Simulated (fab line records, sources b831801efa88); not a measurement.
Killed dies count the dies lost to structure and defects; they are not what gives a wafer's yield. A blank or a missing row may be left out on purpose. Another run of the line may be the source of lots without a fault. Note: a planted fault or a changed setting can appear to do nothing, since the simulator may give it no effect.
Struck lot and sound lot, side by side / flow gf180mcu / 17 steps out of a route of 602
Sound: the wafers L411.3, L411.4, L411.5. Struck: wafers L417.2, L417.4. (L417.5 of the same lot was not struck and is left out.) The cause comes at the end.
Order at every step that has rows: each side's tool, ch and its chambers, its first start. Under that, the readings that differ: sound wafers / struck wafers / difference of the means / sigmas: that difference in standard deviations of wafers without a fault.
alike: a reading whose means differ by less than 2 such deviations, as well as words and numbers matching on both sides. not compared: withheld readings; readings where some wafer has no value; bounds like >300 that might hide an equal value; numbers whose values overlap and for which the record gives no deviation.
Wherever a step has rows on one side only, a row that says differs or no value, or a row with sigmas, the two part there. Numbers that have no deviation but don't overlap get no sigmas and don't part them. A reading missing from all wafers of one side parts the sides only when that side holds two or more wafers.

first, 3 steps without rows for these wafers: GF_V3_EXPOSE_11 (exposes mask Via3, target cd 260 nm); GF_V3_PEB_12 (peb time 90 s); GF_V3_DEVELOP_13 (develop time 60 s).
GF_V3_CD_MEAS_14: the cd target is 260 nm.
  sound on cd-sem-01 at day 22 14:14; struck on cd-sem-02 at day 24 23:43
  alike: cd-nm
GF_V3_OVL_MEAS_15:
  sound on overlay-01 at day 22 14:20; struck on overlay-02 at day 24 23:50
  alike: V3_OVL
GF_V3_ETCH_16: etches BARC in N2/H2.
  sound on rie-diel-03 ch 1,3, day 22 14:22; struck on rie-diel-01 ch 0,2, day 24 23:52
  alike: drypump-motor-current-A, oes-product-au, throttle-valve-pct
GF_V3_ETCH_17: etches SiO2 in C4F8/O2/Ar, stops on TiN, target depth 635 nm.
  sound: rie-diel-03 ch 1,3; struck: rie-diel-01 ch 0,2
  alike: oes-product-au
GF_V3_STRIP_18: strips in O2/N2.
  sound on plasma-asher-01 ch 0,1, day 22 14:31; struck on plasma-asher-03 ch 0,1, day 24 23:59
  alike: drypump-motor-current-A, heater-power-w, oes-product-au
  not compared: rf-hours-counter-h
then, 2 steps without rows for these wafers: GF_V3_STRIP_19 (strips in post etch residue remover, time 1200 s); GF_V3_CLEAN_20 (cleans in DIW).
GF_V3_SPUTTER_21: material Ti, target thk 15 nm, time 80.02 s.
  sound on pvd-sputter-02 at day 22 15:04; struck on pvd-sputter-03 at day 25 00:32
  alike: throttle-valve-pct
then, 1 step without rows for these wafers: GF_V3_SPUTTER_22 (material TiN, target thk 10 nm, time 40 s).
GF_V3_CVD_23: deposits W, target thk 350 nm, time 104.9 s.
  sound on cvd-w-02 ch 0,1, day 22 15:12; struck on cvd-w-02 ch 0, day 25 00:38
reading=model.W_of_V3_CVD_23.thk-nm (nm); sound=348.2 353.6 351.9; struck=292.7 294.8; difference=-57.5; sigmas=
  alike: heater-power-w
GF_V3_RS_MEAS_24: measurement is done with a four-point probe.
  sound on film-metro-01 at day 22 15:19; struck on film-metro-02 at day 25 00:46
reading=V3_W_RS (ohm/sq); sound=0.329 0.324 0.326; struck=0.392 0.390; difference=+0.065; sigmas=+13
GF_V3_THK_MEAS_25: measures by xrf.
  sound on film-metro-01 at day 22 15:25; struck on film-metro-02 at day 25 00:52
reading=V3_W_THK (nm); sound=349 357 356; struck=302 304; difference=-51; sigmas=-6
GF_V3_CMP_26: polishes, stops on SiO2, t overpolish 15 s, target thk 0 nm.
  sound on cmp-02 ch 1,3, day 22 15:27; struck on cmp-01 ch 1,2, day 25 00:58
reading=time-to-endpoint-s (s); sound=87 81 88; struck=76 76; difference=-9; sigmas=-3
  alike: motor-current-A, slurry-filter-dp-kPa
GF_M4_SPUTTER_00: material Ti, target thk 37.5 nm, time 150 s.
  sound on pvd-sputter-04 at day 22 15:45; struck on pvd-sputter-02 at day 25 01:13
  alike: throttle-valve-pct

WHERE THEY PART
First at GF_V3_RS_MEAS_24; last, within this record, at GF_V3_CMP_26. Later steps at which nothing parts them and some readings are alike: GF_M4_SPUTTER_00.

WHY: what the simulator had put in
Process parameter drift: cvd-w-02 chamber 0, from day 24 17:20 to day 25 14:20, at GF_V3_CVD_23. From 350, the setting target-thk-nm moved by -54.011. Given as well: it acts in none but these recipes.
